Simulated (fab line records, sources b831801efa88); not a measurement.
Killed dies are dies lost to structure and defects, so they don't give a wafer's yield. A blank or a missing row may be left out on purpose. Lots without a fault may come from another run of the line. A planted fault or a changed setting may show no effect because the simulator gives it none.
fab line records | flow sky130 | part 1 of 2: steps 1 to 24 of 32
record lots=5 wafers=15 last_day=50
route steps=708 shown LI_CONTACT@372 LOCAL_INTERCONNECT@387
lots that met no fault: from a run of the same line without faults
start_h: hours from the record's first day to the start of the lot's first wafer shown | wait_h: hours since the lot's step before | " the same as in the row above | L1.1+2: a row that stands for several wafers | - no value, or no start given | * or withheld: withheld | < > ~ a bound
route shown NAME@n: a module of which the file shows steps, and the number in the route of the first | usual: mean/standard deviation of fault-free wafers | same: alike in all rows | chamber/n: place in a boat | sites: the reading at each site | _std_site: their standard deviation | _edge_site: outer sites' mean less inner sites' | radius_mm: how far each site lies from the wafer's centre | mask NAME#n: copy n | behind: the tool/chamber that last shaped the wafer | hold: why the lot was held/for how many hours/how that ended | device: the transistor (n, p or np) that didn't switch | end of line: the same wafers' tests at the end of the route | a step without rows: its recipe alone | killed: dies lost to structure and defects at the first sort, not the wafer's yield | map: a wafer's dies, x killed, . not, _ none there
set.NAME: the setting as run; set.NAME@STEP: as run at that earlier step | model.NAME: the simulator's own value behind a step, which no gauge read
lots at some steps of the route; a table a step, a row a wafer
services: from which hour (start_h, from the record's first day; less than 0 if before it) a tool's chamber was out of use, for how many hours, and why
## steps
# step SKY_LI_CONTACT_PEB_10
# recipe peb_temp_c=withheld peb_time_s=withheld resist=KrF-thick
# usual exhaust_pa=44.8/0.82
# columns lot.wafer tool chamber start_h wait_h exhaust_pa
L075.1 litho_track-02 0 - - 43.5
L075.3 " 0 " " 45.2
L075.6 " 0 " " 45.5
L078.1 litho_track-03 0 - - 45.1
L078.2 " 0 " " 43.8
L078.5 " 0 " " 43.0
L079.1 litho_track-03 0 - - 43.7
L079.5 " 0 " " 44.5
L079.6 " 0 " " 44.9
L083.1 litho_track-02 0 - - 44.4
L083.3 " 0 " " 43.3
L083.5 " 0 " " 43.6
L093.1 litho_track-02 0 - - 45.4
L093.2 " 0 " " 45.8
L093.3 " 0 " " 43.0
# step SKY_LI_CONTACT_DEVELOP_11
# recipe develop_time_s=60 resist=KrF-thick dev_temp_c=21
# usual exhaust_pa=45.2/0.84
# columns lot.wafer tool chamber start_h wait_h exhaust_pa
L075.1 litho_track-02 0 - - 44.8
L075.3 " 0 " " 44.7
L075.6 " 0 " " 44.4
L078.1 litho_track-03 0 - - 44.8
L078.2 " 0 " " 44.7
L078.5 " 0 " " 46.2
L079.1 litho_track-03 0 - - 44.8
L079.5 " 0 " " 44.4
L079.6 " 0 " " 45.0
L083.1 litho_track-02 0 - - 44.7
L083.3 " 0 " " 46.7
L083.5 " 0 " " 45.7
L093.1 litho_track-02 0 - - 44.0
L093.2 " 0 " " 45.3
L093.3 " 0 " " 45.3
# step SKY_LI_CONTACT_CD_MEAS_12
# recipe target_cd_nm=170
# usual cd_nm=170.4/1.5
# columns lot.wafer tool chamber start_h wait_h cd_nm
L075.1 cd_sem-02 - 678.39 - 168.3
L075.3 " - " " 170.0
L075.6 " - " " 168.5
L078.1 cd_sem-01 - 705.44 - 169.8
L078.2 " - " " 169.0
L078.5 " - " " 169.2
L079.1 cd_sem-02 - 716.14 - 169.0
L079.5 " - " " 170.5
L079.6 " - " " 169.6
L083.1 cd_sem-02 - 752.69 - 170.7
L083.3 " - " " 170.5
L083.5 " - " " 169.2
L093.1 cd_sem-01 - 837.49 - 171.6
L093.2 " - " " 170.1
L093.3 " - " " 171.3
# step SKY_LI_CONTACT_OVL_MEAS_13
# usual LI_CONTACT_OVL=1/5.4
# columns lot.wafer tool chamber start_h wait_h LI_CONTACT_OVL[nm]
L075.1 overlay-02 - 678.51 0.1 -9
L075.3 " - " " -6
L075.6 " - " " 3
L078.1 overlay-01 - 705.56 0.1 -7
L078.2 " - " " -10
L078.5 " - " " -4
L079.1 overlay-02 - 716.26 0.1 3
L079.5 " - " " 4
L079.6 " - " " 2
L083.1 overlay-01 - 752.81 0.1 14
L083.3 " - " " 3
L083.5 " - " " 4
L093.1 overlay-01 - 837.61 0.1 5
L093.2 " - " " 7
L093.3 " - " " 2
# step SKY_LI_CONTACT_ETCH_14
# recipe chemistry=N2/H2 target=BARC ion_energy_ev=200 source_w=500 bias_w=100 pressure_mtorr=30 n2_flow_sccm=100 h2_flow_sccm=200 stop_on=SiO2 time_s=45.9 target_depth_a=600
# usual drypump_motor_current_A=5.5/0.35 h2_flow_sccm=200.0/0.6 oes_product_au=0.855/0.0045 throttle_valve_pct=13.225/0.0094
# same time_s=45.9
# columns lot.wafer tool chamber start_h wait_h drypump_motor_current_A h2_flow_sccm oes_product_au rf_hours_counter_h throttle_valve_pct
L075.1 rie_diel-02 0 678.55 0.0 5.2 200.1 0.852 1 13.228
L075.3 " 3 " " 5.8 199.2 0.848 4 13.216
L075.6 " 2 " " 5.5 199.1 0.856 - 13.214
L078.1 rie_diel-04 3 705.60 0.0 5.1 199.9 0.852 15 13.220
L078.2 " 2 " " 5.2 200.3 0.851 8 13.231
L078.5 " 3 " " 5.1 200.1 0.856 - 13.224
L079.1 rie_diel-01 1 716.30 0.0 6.7 200.8 0.860 34 13.216
L079.5 " 2 " " 5.2 199.7 0.862 - 13.234
L079.6 " 3 " " 5.2 199.0 0.856 - 13.234
L083.1 rie_diel-04 1 752.85 0.0 5.6 200.1 0.855 10 13.230
L083.3 " 2 " " 5.2 200.7 0.852 9 13.232
L083.5 " 1 " " 5.6 199.7 0.852 - 13.212
L093.1 rie_diel-01 0 837.65 0.0 5.2 199.4 0.854 26 13.220
L093.2 " 3 " " 5.2 201.1 0.852 8 13.218
L093.3 " 2 " " 5.2 200.1 0.860 25 13.237
# step SKY_LI_CONTACT_ETCH_15
# recipe target=PSG chemistry=C4F8/O2/Ar stop_on=Si taper_deg=4.15 mask_material=KrF-thick source_w=1500 bias_w=1200 pressure_mtorr=40 c4f8_flow_sccm=withheld O2_flow_sccm=6 Ar_flow_sccm=300 time_s=withheld target_depth_a=6000
# usual oes_product_au=0.837/0.0046
# columns lot.wafer tool chamber start_h wait_h oes_product_au
L075.1 rie_diel-02 0 678.59 0.0 0.838
L075.3 " 3 " " 0.839
L075.6 " 2 " " 0.835
L078.1 rie_diel-04 3 705.64 0.0 0.837
L078.2 " 2 " " 0.842
L078.5 " 3 " " 0.835
L079.1 rie_diel-01 1 716.34 0.0 0.837
L079.5 " 2 " " 0.831
L079.6 " 3 " " 0.835
L083.1 rie_diel-04 1 752.89 0.0 0.842
L083.3 " 2 " " 0.838
L083.5 " 1 " " 0.836
L093.1 rie_diel-01 0 837.69 0.0 0.834
L093.2 " 3 " " 0.838
L093.3 " 2 " " 0.836
# step SKY_LI_CONTACT_STRIP_16
# recipe chemistry=O2/N2 power_w=1400 pressure_mtorr=1500 platen_temp_c=withheld o2_flow_sccm=3000 n2_flow_sccm=300 overash_fraction=0.5
# usual drypump_motor_current_A=5.7/0.36 oes_product_au=0.377/0.0051 strip_time_to_endpoint_s=3.52/0.032
# same overash_fraction=0.5
# columns lot.wafer tool chamber start_h wait_h drypump_motor_current_A oes_product_au rf_hours_counter_h strip_time_to_endpoint_s
L075.1 plasma_asher-01 0 678.67 - 5.8 0.383 84 3.47
L075.3 " 1 " " 5.2 0.370 - 3.52
L075.6 " 0 " " 5.8 0.376 - 3.54
L078.1 plasma_asher-03 1 705.72 - 6.0 0.373 29 3.53
L078.2 " 0 " " 5.6 0.380 29 3.54
L078.5 " 1 " " 6.0 0.386 - 3.53
L079.1 plasma_asher-01 1 716.42 - 5.1 0.377 87 3.52
L079.5 " 0 " " 5.8 0.375 - 3.52
L079.6 " 1 " " 5.1 0.383 - 3.48
L083.1 plasma_asher-01 1 752.97 - 5.2 0.386 91 3.51
L083.3 " 0 " " 5.8 0.379 - 3.54
L083.5 " 0 " " 5.8 0.375 - 3.53
L093.1 plasma_asher-01 0 837.77 - 5.8 0.376 100 3.50
L093.2 " 1 " " 5.1 0.370 100 3.49
L093.3 " 1 " " 5.2 0.374 - 3.53
# step SKY_LI_CONTACT_CLEAN_17
# recipe chemistry=NMP time_s=600 temp_c=60 dry=n2_spin
# same time_s=600
# columns lot.wafer tool chamber start_h wait_h
L075.1+3+6 wet_bench-02 0 678.77 0.1
L078.1+2+5 wet_bench-01 1 705.82 0.1
L079.1+5+6 wet_bench-01 1 716.52 0.1
L083.1+3+5 wet_bench-02 3 753.07 0.1
L093.1+2+3 wet_bench-03 2 837.87 0.1
# step SKY_LI_CONTACT_PRE_CLEAN_18
# recipe gas=Ar time_s=5.6 bias_v=358
# same time_s=5.6
# columns lot.wafer tool chamber start_h wait_h
L075.1+3+6 pvd_sputter-03 - 678.95 0.0
L078.1+2+5 pvd_sputter-01 - 706.00 0.0
L079.1+5+6 pvd_sputter-01 - 716.70 0.0
L083.1+3+5 pvd_sputter-01 - 753.25 0.0
L093.1+2+3 pvd_sputter-03 - 838.05 0.0
# step SKY_LI_CONTACT_SPUTTER_19
# recipe material=Ti target_thk_nm=20 chamber_pressure_pa=5 power_w=2500 substrate_temp_c=200 time_s=106.37
# usual cathode_dc_power_W=2500.0/0.42 throttle_valve_pct=30.5/0.97
# same time_s=106.37
# columns lot.wafer tool chamber start_h wait_h cathode_dc_power_W throttle_valve_pct
L075.1 pvd_sputter-03 - 678.97 0.0 2499.7 30.6
L075.3 " - " " 2499.5 30.0
L075.6 " - " " 2498.9 30.8
L078.1 pvd_sputter-01 - 706.02 0.0 2499.8 29.7
L078.2 " - " " 2500.2 30.2
L078.5 " - " " 2499.8 29.4
L079.1 pvd_sputter-01 - 716.72 0.0 2499.6 30.1
L079.5 " - " " 2501.0 29.5
L079.6 " - " " 2499.9 30.3
L083.1 pvd_sputter-01 - 753.27 0.0 2500.3 30.2
L083.3 " - " " 2498.9 30.0
L083.5 " - " " 2500.3 29.2
L093.1 pvd_sputter-03 - 838.07 0.0 2498.9 30.4
L093.2 " - " " 2500.3 30.7
L093.3 " - " " 2499.9 30.5
# step SKY_LI_CONTACT_SPUTTER_20
# recipe material=TiN target_thk_nm=20 chamber_pressure_pa=5 power_w=4000 time_s=80
# usual cathode_dc_power_W=4000.0/0.71 throttle_valve_pct=30.4/0.96
# same time_s=80
# columns lot.wafer tool chamber start_h wait_h cathode_dc_power_W throttle_valve_pct
L075.1 pvd_sputter-03 - 679.04 0.0 4000.4 30.5
L075.3 " - " " 4000.0 29.9
L075.6 " - " " 3999.9 30.3
L078.1 pvd_sputter-01 - 706.09 0.0 3999.4 29.3
L078.2 " - " " 3998.8 30.0
L078.5 " - " " 4000.6 29.5
L079.1 pvd_sputter-01 - 716.79 0.0 4001.5 30.0
L079.5 " - " " 4000.7 29.3
L079.6 " - " " 4000.8 29.9
L083.1 pvd_sputter-01 - 753.34 0.0 4000.3 30.4
L083.3 " - " " 4000.5 29.8
L083.5 " - " " 4000.0 29.3
L093.1 pvd_sputter-03 - 838.14 0.0 4000.2 30.1
L093.2 " - " " 4000.5 30.7
L093.3 " - " " 3998.7 30.5
# step SKY_LI_CONTACT_CVD_21
# recipe material=W target_thk_nm=400 time_s=120.56 temp_c=400 pressure_torr=40
# usual heater_power_w=875/43
# same time_s=120.56
# columns lot.wafer tool chamber start_h wait_h heater_power_w
L075.1 cvd_w-02 0 679.10 0.0 922
L075.3 " 0 " " 922
L075.6 " 0 " " 940
L078.1 cvd_w-01 1 706.16 0.0 851
L078.2 " 0 " " 866
L078.5 " 0 " " 842
L079.1 cvd_w-01 1 716.86 0.0 851
L079.5 " 0 " " 840
L079.6 " 1 " " 835
L083.1 cvd_w-01 1 753.41 0.0 855
L083.3 " 1 " " 840
L083.5 " 0 " " 853
L093.1 cvd_w-01 0 838.21 0.0 871
L093.2 " 1 " " 836
L093.3 " 1 " " 878
# step SKY_LI_CONTACT_RS_MEAS_22
# recipe thk_meas_gauge=four-point-probe reads=W_of_LI_CONTACT_CVD_21+TiN_of_LI_CONTACT_SPUTTER_20+Ti_of_LI_CONTACT_SPUTTER_19
# usual LI_CONTACT_W_RS=0.2877/0.0026
# columns lot.wafer tool chamber start_h wait_h LI_CONTACT_W_RS[ohm/sq]
L075.1 film_metro-01 - 679.23 0.1 0.2891
L075.3 " - " " 0.2860
L075.6 " - " " 0.2886
L078.1 film_metro-01 - 706.28 0.1 0.2850
L078.2 " - " " 0.2872
L078.5 " - " " 0.2856
L079.1 film_metro-03 - 716.98 0.1 0.2894
L079.5 " - " " 0.2877
L079.6 " - " " 0.2898
L083.1 film_metro-03 - 753.53 0.1 0.2933
L083.3 " - " " 0.2904
L083.5 " - " " 0.2908
L093.1 film_metro-01 - 838.33 0.1 0.2890
L093.2 " - " " 0.2842
L093.3 " - " " 0.2860
# step SKY_LI_CONTACT_THK_MEAS_23
# recipe thk_meas_gauge=xrf reads=W_of_LI_CONTACT_CVD_21
# usual LI_CONTACT_W_THK=404/6.1
# columns lot.wafer tool chamber start_h wait_h LI_CONTACT_W_THK[nm]
L075.1 film_metro-01 - 679.35 0.1 396
L075.3 " - " " 402
L075.6 " - " " 402
L078.1 film_metro-01 - 706.40 0.1 407
L078.2 " - " " 406
L078.5 " - " " 405
L079.1 film_metro-03 - 717.10 0.1 402
L079.5 " - " " 404
L079.6 " - " " 400
L083.1 film_metro-03 - 753.65 0.1 396
L083.3 " - " " 398
L083.5 " - " " 397
L093.1 film_metro-01 - 838.45 0.1 403
L093.2 " - " " 408
L093.3 " - " " 404
# step SKY_LI_CONTACT_CMP_24
# recipe stop_on=PSG t_overpolish_s=20 down_force_psi=3.5 platen_rpm=60 target_thk_nm=0 pad_velocity_m_s=0.94248
# usual edge_zone_pressure_frac=0.999/0.0052 motor_current_A=11.2/0.73 overpolish_run_s=20.001/0.0083 time_to_endpoint_s=94/4.3
# columns lot.wafer tool chamber start_h wait_h edge_zone_pressure_frac motor_current_A overpolish_run_s time_to_endpoint_s
L075.1 cmp-01 0 679.41 0.1 0.991 11.5 19.988 98
L075.3 " 2 " " 1.003 11.3 19.982 99
L075.6 " 1 " " 1.000 11.5 20.005 100
L078.2 cmp-02 3 706.51 0.1 0.998 10.8 19.996 102
L078.1 " 1 " " 1.001 11.8 20.004 95
L078.5 " 3 " " 1.005 10.5 20.020 96
L079.1 cmp-02 3 717.21 0.1 0.997 10.7 19.994 96
L079.5 " 2 " " 0.991 9.4 20.008 97
L079.6 " 3 " " 1.002 10.4 20.012 97
L083.3 cmp-01 2 753.81 0.1 1.000 11.8 19.997 89
L083.1 " 3 " " 1.000 12.0 19.997 94
L083.5 " 1 " " 0.995 11.6 20.010 90
L093.1 cmp-02 1 838.51 0.1 1.001 11.0 19.989 94
L093.3 " 2 " " 1.008 10.0 20.000 96
L093.2 " 3 " " 1.005 9.9 20.009 93
# step SKY_LOCAL_INTERCONNECT_SPUTTER_00
# recipe material=TiN target_thk_nm=100 temp_c=300 power_w=6500 time_s=83.3 chamber_pressure_pa=0.4
# usual cathode_dc_power_W=6499.9/1 throttle_valve_pct=30.2/0.74
# same time_s=83.3
# columns lot.wafer tool chamber start_h wait_h cathode_dc_power_W throttle_valve_pct
L075.1 pvd_sputter-01 - 679.71 0.2 6501.0 30.3
L075.3 " - " " 6498.4 29.4
L075.6 " - " " 6500.3 30.4
L078.1 pvd_sputter-04 - 706.76 0.1 6500.0 28.5
L078.2 " - " " 6500.4 31.9
L078.5 " - " " 6499.9 31.8
L079.1 pvd_sputter-01 - 717.46 0.2 6499.4 29.9
L079.5 " - " " 6500.6 30.6
L079.6 " - " " 6500.8 30.5
L083.1 pvd_sputter-04 - 754.01 0.1 6501.2 29.7
L083.3 " - " " 6499.2 31.9
L083.5 " - " " 6497.9 30.1
L093.1 pvd_sputter-01 - 838.81 0.2 6500.2 30.0
L093.2 " - " " 6500.7 29.5
L093.3 " - " " 6501.0 30.2
# step SKY_LOCAL_INTERCONNECT_RS_MEAS_01
# recipe thk_meas_gauge=four-point-probe reads=TiN_of_LOCAL_INTERCONNECT_SPUTTER_00
# usual LOCAL_INTERCONNECT_TIN_RS=14.19/0.19
# columns lot.wafer tool chamber start_h wait_h LOCAL_INTERCONNECT_TIN_RS[ohm/sq]
L075.1 film_metro-03 - 679.77 0.0 14.46
L075.3 " - " " 14.40
L075.6 " - " " 14.40
L078.1 film_metro-04 - 706.82 0.0 14.28
L078.2 " - " " 14.11
L078.5 " - " " 14.06
L079.1 film_metro-03 - 717.52 0.0 14.21
L079.5 " - " " 14.29
L079.6 " - " " 14.15
L083.1 film_metro-02 - 754.07 0.0 14.48
L083.3 " - " " 14.04
L083.5 " - " " 14.54
L093.1 film_metro-02 - 838.87 0.0 14.10
L093.2 " - " " 14.18
L093.3 " - " " 14.12
# step SKY_LOCAL_INTERCONNECT_THK_MEAS_02
# recipe thk_meas_gauge=xrf reads=TiN_of_LOCAL_INTERCONNECT_SPUTTER_00
# usual LOCAL_INTERCONNECT_TIN_THK=99.5/1.4
# columns lot.wafer tool chamber start_h wait_h LOCAL_INTERCONNECT_TIN_THK[nm]
L075.1 film_metro-03 - 679.89 0.1 97.4
L075.3 " - " " 98.7
L075.6 " - " " 98.8
L078.1 film_metro-04 - 706.94 0.1 98.9
L078.2 " - " " 99.8
L078.5 " - " " 99.8
L079.1 film_metro-03 - 717.64 0.1 99.5
L079.5 " - " " 98.8
L079.6 " - " " 100.0
L083.1 film_metro-02 - 754.19 0.1 97.7
L083.3 " - " " 100.9
L083.5 " - " " 97.2
L093.1 film_metro-02 - 838.99 0.1 100.1
L093.2 " - " " 99.7
L093.3 " - " " 100.6
# step SKY_LOCAL_INTERCONNECT_DEHYDRATE_03
# recipe temp_c=200 time_s=60
# usual exhaust_pa=45.2/0.87
# same time_s=60
# columns lot.wafer tool chamber start_h wait_h exhaust_pa
L075.1 litho_track-04 0 693.31 13.4 45.5
L075.3 " 0 " " 44.6
L075.6 " 0 " " 45.9
L078.1 litho_track-04 0 720.46 13.5 44.4
L078.2 " 0 " " 46.0
L078.5 " 0 " " 45.0
L079.1 litho_track-02 0 731.09 13.4 44.2
L079.5 " 0 " " 44.7
L079.6 " 0 " " 46.3
L083.1 litho_track-04 0 766.61 12.4 46.7
L083.3 " 0 " " 44.5
L083.5 " 0 " " 46.2
L093.1 litho_track-01 0 851.02 12.0 44.5
L093.2 " 0 " " 43.9
L093.3 " 0 " " 45.4
# step SKY_LOCAL_INTERCONNECT_HMDS_04
# recipe prime_time_s=60 prime_temp_c=120
# usual exhaust_pa=45.0/0.97
# columns lot.wafer tool chamber start_h wait_h exhaust_pa
L075.1 litho_track-04 0 693.46 0.1 45.3
L075.3 " 0 " " 43.9
L075.6 " 0 " " 45.6
L078.1 litho_track-04 0 720.61 0.1 44.1
L078.2 " 0 " " 43.5
L078.5 " 0 " " 43.8
L079.1 litho_track-02 0 731.24 0.1 44.8
L079.5 " 0 " " 44.2
L079.6 " 0 " " 46.3
L083.1 litho_track-04 0 766.76 0.1 47.0
L083.3 " 0 " " 45.6
L083.5 " 0 " " 46.8
L093.1 litho_track-01 0 851.17 0.1 45.0
L093.2 " 0 " " 45.5
L093.3 " 0 " " 45.7
# step SKY_LOCAL_INTERCONNECT_COAT_05
# recipe resist=BARC temp_c=withheld time_s=withheld spin_rpm=3000 resist_thk_nm=60
# usual exhaust_pa=45.2/0.78
# columns lot.wafer tool chamber start_h wait_h exhaust_pa
L075.1 litho_track-04 0 693.61 0.1 44.8
L075.3 " 0 " " 46.0
L075.6 " 0 " " 44.5
L078.1 litho_track-04 0 720.76 0.1 44.8
L078.2 " 0 " " 45.3
L078.5 " 0 " " 44.4
L079.1 litho_track-02 0 731.39 0.1 44.7
L079.5 " 0 " " 46.2
L079.6 " 0 " " 44.3
L083.1 litho_track-04 0 766.91 0.1 45.0
L083.3 " 0 " " 45.6
L083.5 " 0 " " 45.5
L093.1 litho_track-01 0 851.32 0.1 46.6
L093.2 " 0 " " 45.4
L093.3 " 0 " " 44.8
# step SKY_LOCAL_INTERCONNECT_COAT_06
# recipe resist=KrF-thick spin_rpm=3000 resist_thk_nm=450
# usual exhaust_pa=45.0/0.92
# columns lot.wafer tool chamber start_h wait_h exhaust_pa
L075.1 litho_track-04 0 - - 46.0
L075.3 " 0 " " 45.1
L075.6 " 0 " " 44.7
L078.1 litho_track-04 0 - - 44.7
L078.2 " 0 " " 44.3
L078.5 " 0 " " 46.1
L079.1 litho_track-02 0 - - 44.8
L079.5 " 0 " " 45.3
L079.6 " 0 " " 45.6
L083.1 litho_track-04 0 - - 45.0
L083.3 " 0 " " 45.1
L083.5 " 0 " " 46.0
L093.1 litho_track-01 0 - - 44.4
L093.2 " 0 " " 44.9
L093.3 " 0 " " 46.2
# step SKY_LOCAL_INTERCONNECT_SOFTBAKE_07
# recipe temp_c=100 time_s=90 resist=KrF-thick
# usual exhaust_pa=44.9/0.87
# same time_s=90
# columns lot.wafer tool chamber start_h wait_h exhaust_pa
L075.1 litho_track-04 0 - - 45.0
L075.3 " 0 " " 45.5
L075.6 " 0 " " 44.8
L078.1 litho_track-04 0 - - 45.8
L078.2 " 0 " " 44.5
L078.5 " 0 " " 44.7
L079.1 litho_track-02 0 - - 44.4
L079.5 " 0 " " 45.9
L079.6 " 0 " " 46.2
L083.1 litho_track-04 0 - - 44.6
L083.3 " 0 " " 43.7
L083.5 " 0 " " 44.0
L093.1 litho_track-01 0 - - 47.5
L093.2 " 0 " " 46.7
L093.3 " 0 " " 46.5
# step SKY_LOCAL_INTERCONNECT_EXPOSE_08
# recipe mask_id=LI1M na=0.8 source_shape=annular sigma_inner=0.55 sigma_outer=0.85 target_cd_nm=170 dose_mj=28
# columns lot.wafer tool chamber start_h wait_h mask
L075.1+3+6 krf_scanner-02 0 - - LI1M#0
L078.1+2+5 krf_scanner-02 0 - - LI1M#0
L079.1+5+6 krf_scanner-01 0 - - LI1M#0
L083.1+3+5 krf_scanner-02 0 - - LI1M#0
L093.1+2+3 krf_scanner-02 0 - - LI1M#0
